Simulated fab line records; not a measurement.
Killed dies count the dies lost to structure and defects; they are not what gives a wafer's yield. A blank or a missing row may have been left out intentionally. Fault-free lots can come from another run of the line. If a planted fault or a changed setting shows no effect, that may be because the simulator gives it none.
One fault through the eyes of 2 desks :: flow sky130 :: only its own numbers are on each desk; what lay behind them is given at the end

== DESK OF THE TOOL OWNER: implanter-01 ==
The tool's own readings at SKY_LDD_LDN_IMPLANT_08: means of the sampled wafers that have a number, for each lot that ran on this tool. Any lot whose mean is over 4 standard deviations away from the usual mean is out of limits and marked OUT; that distance is given in the brackets.
Columns: A = beam energy keV at SKY_LDD_LDN_IMPLANT_08, usual 15.000; B = faraday current uA at SKY_LDD_LDN_IMPLANT_08, usual 70.5
lot: L853
first seen here: day 25 20:25
A: 15.000
B: 70.2

lot: L861
first seen here: day 28 23:08
A: 14.996
B: 69.7

lot: L865
first seen here: day 29 14:21
A: 20.178 (+99 or more) OUT
B: 70.6

lot: L869
first seen here: day 30 19:38
A: 20.174 (+99 or more) OUT
B: 70.8
Finding of this desk: L865, L869 out of limits; the first was L865 at day 29 14:21, on beam energy keV at SKY_LDD_LDN_IMPLANT_08. In limits: L853, L861.

== FROM THE METROLOGY DESK ==
Lot by lot, what the gauges showed, no matter which tool ran the lot: averages of those sampled wafers that carry a number. Any lot whose mean is over 4 standard deviations away from the usual mean is out of limits and marked OUT; that distance is given in the brackets.
Columns: A = LDD_LDN_TW at SKY_LDD_LDN_TW_MEAS_13, usual 1499; B = POLY_CUT_OVL at SKY_POLY_CUT_OVL_MEAS_09, usual 0 nm
lot: L846
first seen here: day 23 01:23
A: 1498
B: -2

lot: L848
first seen here: day 23 22:44
A: 1507
B: 4

lot: L852
first seen here: day 25 20:19
A: 1509
B: -3

lot: L853
first seen here: day 25 21:05
A: 1501
B: 2

lot: L854
first seen here: day 26 05:01
A: 1493
B: -2

lot: L856
first seen here: day 26 19:36
A: 1511
B: 2

lot: L857
first seen here: day 27 10:08
A: 1504
B: 4

lot: L861
first seen here: day 28 23:50
A: 1503
B: 1

lot: L863
first seen here: day 29 04:24
A: 1509
B: -3

lot: L865
first seen here: day 29 15:01
A: 1545 (+4.7) OUT
B: 1

lot: L869
first seen here: day 30 20:20
A: 1532
B: -3
This desk's result: L865 out of limits, first on L865 (LDD_LDN_TW at SKY_LDD_LDN_TW_MEAS_13), day 29 15:01. In limits: L846, L848, L852, L853, L854, L856, L857, L861, L863, L869.

== TAKEN TOGETHER ==
The tool owner's desk had the chance to raise an alarm at day 29 14:21 on L865, L869.
The metrology desk could have raised an alarm at day 29 15:01, on L865.
The metrology desk holds a record of L869, inside its limits.
On implanter-01, each named lot ran SKY_LDD_LDN_IMPLANT_08.

== WHAT THE SIMULATOR HAD INSERTED ==
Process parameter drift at SKY_LDD_LDN_IMPLANT_08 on implanter-01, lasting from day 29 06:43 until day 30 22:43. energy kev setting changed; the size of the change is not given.
Lots struck among those shown: L865, L869.
Hours from the fault's start to each desk's first reading out of limits: the tool owner's desk, 8; the metrology desk, 8.
